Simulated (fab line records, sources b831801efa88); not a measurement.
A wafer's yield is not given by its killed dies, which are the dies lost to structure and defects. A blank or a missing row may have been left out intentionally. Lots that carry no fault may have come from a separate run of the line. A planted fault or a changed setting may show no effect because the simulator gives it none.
The tool behind it: which one? -- flow gf180mcu -- 12 lots with 36 wafers sampled at 6 steps, on a route of 602 steps

## WHAT THE GAUGES SHOWED, per wafer
GF_V5_RS_MEAS_24: measurement is done with a four-point probe.
lot,measured,on,V5_W_RS (ohm/sq)
L278,day 28 07:45,film_metro-03,0.318 0.318 0.321
L279,day 28 20:22,film_metro-02,43.367 42.776 42.989
L280,day 29 02:54,film_metro-04,43.561 43.240 43.302
L281,day 29 12:25,film_metro-02,43.772 43.206 44.054
L284,day 30 11:37,film_metro-03,0.326 0.327 0.325
L289,day 31 15:07,film_metro-04,0.317 0.322 0.318
L290,day 31 22:06,film_metro-04,0.319 0.324 0.323
L291,day 32 08:19,film_metro-03,0.320 0.327 0.322
L292,day 32 10:54,film_metro-04,0.323 0.321 0.321
L297,day 33 09:22,film_metro-04,0.321 0.321 0.322
L298,day 33 20:34,film_metro-02,0.337 0.335 0.322
L299,day 34 02:14,film_metro-04,0.317 0.315 0.317

GF_V5_THK_MEAS_25: measures by xrf.
lot,measured,on,V5_W_THK (nm)
L278,day 28 07:52,film_metro-03,377 373 368
L279,day 28 20:28,film_metro-02,<0 <0 <0
L280,day 29 03:01,film_metro-04,- <0 <0
L281,day 29 12:32,film_metro-02,<0 <0 <0
L284,day 30 11:44,film_metro-03,361 359 361
L289,day 31 15:13,film_metro-04,368 360 365
L290,day 31 22:13,film_metro-04,365 358 357
L291,day 32 08:26,film_metro-03,372 364 369
L292,day 32 11:01,film_metro-04,361 362 364
L297,day 33 09:29,film_metro-04,361 362 360
L298,day 33 20:41,film_metro-02,347 351 363
L299,day 34 02:20,film_metro-04,366 367 363

GF_TOP_METAL_OVL_MEAS_15.
lot,measured,on,TOP_METAL_OVL (nm)
L278,day 29 03:59,overlay-01,-1.6 0.8 -0.9
L284,day 31 06:05,overlay-02,-0.7 -1.1 -1.8
L289,day 32 09:44,overlay-01,0.5 -0.6 -1.4
L290,day 32 15:20,overlay-02,-1.6 1.5 1.1
L291,day 33 01:38,overlay-01,-1.2 0.0 -2.1
L292,day 33 04:34,overlay-02,-3.2 -2.1 -1.3
L297,day 34 02:02,overlay-02,-1.5 0.1 0.0
L298,day 34 12:40,overlay-02,-1.1 -1.0 -0.5
L299,day 34 17:59,overlay-01,0.8 0.2 1.6

## TOOL THAT RAN EACH LOT (tool first, then ch and the chambers of the sampled wafers, then the start)
lot,GF_V3_CMP_04,GF_M4_SPUTTER_02,GF_V5_CVD_23
L278,"cmp-02 ch 0,1,2, day 22 12:29","pvd_sputter-04, day 23 13:29","cvd_w-01 ch 0, day 28 07:38"
L279,"cmp-01 ch 2,3, day 23 04:04","pvd_sputter-04, day 24 05:14","cvd_w-01 ch 0,1, day 28 20:16"
L280,"cmp-01 ch 2,3, day 23 10:29","pvd_sputter-01, day 24 11:34","cvd_w-02 ch 0,1, day 29 02:47"
L281,"cmp-01 ch 0,2,3, day 24 01:11","pvd_sputter-04, day 25 01:02","cvd_w-02 ch 0,1, day 29 12:19"
L284,"cmp-01 ch 1,2, day 25 02:58","pvd_sputter-04, day 26 02:19","cvd_w-01 ch 0,1, day 30 11:30"
L289,"cmp-02 ch 0,1,2, day 26 10:02","pvd_sputter-04, day 27 09:18","cvd_w-02 ch 0,1, day 31 15:00"
L290,"cmp-01 ch 0,2,3, day 26 18:27","pvd_sputter-04, day 27 17:26","cvd_w-01 ch 0,1, day 31 21:59"
L291,"cmp-01 ch 1,2,3, day 27 06:05","pvd_sputter-04, day 28 03:14","cvd_w-01 ch 0,1, day 32 08:11"
L292,"cmp-01 ch 0,1,3, day 27 08:13","pvd_sputter-03, day 28 06:35","cvd_w-02 ch 0, day 32 10:40"
L297,"cmp-02 ch 1,2,3, day 28 12:21","pvd_sputter-01, day 29 09:13","cvd_w-02 ch 0,1, day 33 09:16"
L298,"cmp-02 ch 0,2,3, day 29 02:09","pvd_sputter-04, day 29 23:15","cvd_w-01 ch 0,1, day 33 20:28"
L299,"cmp-01 ch 0,2, day 29 08:00","pvd_sputter-01, day 30 05:07","cvd_w-02 ch 0,1, day 34 02:06"
- GF_V3_CMP_04: polishes SiO2.
- GF_M4_SPUTTER_02: material AlCu, target thk 450 nm, time 23.9 s.
- GF_V5_CVD_23: deposits W, target thk 350 nm, time 104.9 s.

## AS READ BY THE TOOLS THEMSELVES (means over the sampled wafers that have a number; for cases with no such wafer, the mark the record gives instead)
GF_V3_CMP_04.
lot,tool,motor_current_A (A),time_to_endpoint_s (s)
L278,cmp-02,12.1,76
L279,cmp-01,12.6,87
L280,cmp-01,12.1,79
L281,cmp-01,12.1,80
L284,cmp-01,12.8,75
L289,cmp-02,11.8,81
L290,cmp-01,11.9,87
L291,cmp-01,13.0,80
L292,cmp-01,12.2,81
L297,cmp-02,12.0,82
L298,cmp-02,12.0,80
L299,cmp-01,11.9,72

GF_M4_SPUTTER_02.
lot,tool,throttle_valve_pct (%)
L278,pvd_sputter-04,29.0
L279,pvd_sputter-04,29.0
L280,pvd_sputter-01,30.2
L281,pvd_sputter-04,29.6
L284,pvd_sputter-04,29.1
L289,pvd_sputter-04,29.0
L290,pvd_sputter-04,30.5
L291,pvd_sputter-04,30.4
L292,pvd_sputter-03,30.3
L297,pvd_sputter-01,29.6
L298,pvd_sputter-04,30.4
L299,pvd_sputter-01,29.6

GF_V5_CVD_23.
lot,tool,chamber_pressure_Torr (Torr),heater_power_outer_w (W),heater_power_w (W)
L278,cvd_w-01,39.99,554,926
L279,cvd_w-01,-,-,-
L280,cvd_w-02,-,-,-
L281,cvd_w-02,-,-,-
L284,cvd_w-01,39.99,529,870
L289,cvd_w-02,40.00,524,875
L290,cvd_w-01,39.98,529,877
L291,cvd_w-01,39.98,536,874
L292,cvd_w-02,39.92,504,839
L297,cvd_w-02,40.06,522,862
L298,cvd_w-01,39.99,526,847
L299,cvd_w-02,40.04,532,860

## THE ANSWER, worked out from the rows above alone
Rule: the usual values come from the lots themselves. The widest of any qualifying gaps counts: lots, ordered by their means at a reading, are off when they make up no more than a third of the lots, leave a main group of 4 or more, and stand apart from it by 3 or more times the standard deviation of that group's means. A main group whose means are all the same, to the digits that the tables above print for the reading, isn't used. Also off: a lot with no number at a reading for which 4 or more lots have one. Any other lot the step has rows for is counted as sound. First the gauges in route order, then the tools' own readings, where a lot's mean is used as printed above. At the first step where some lot is off, the reading lying furthest off is the one used; lots without a number count as furthest.
Off: L279, L280, L281, at GF_V5_RS_MEAS_24 (V5_W_RS). The main group has a mean of 0.322 ohm/sq with a standard deviation of 0.0041.
If a tool, at a process step before that reading, ran all the lots that are off and no sound lot after the first of them, it fits. The gauges at GF_V5_RS_MEAS_24 aren't tried: what is off there is off at GF_V5_CVD_23 too, on other tools, and a gauge's error can't cause that. Not one of the candidates tried fits.

## WHAT THE SIMULATOR HAD PUT IN
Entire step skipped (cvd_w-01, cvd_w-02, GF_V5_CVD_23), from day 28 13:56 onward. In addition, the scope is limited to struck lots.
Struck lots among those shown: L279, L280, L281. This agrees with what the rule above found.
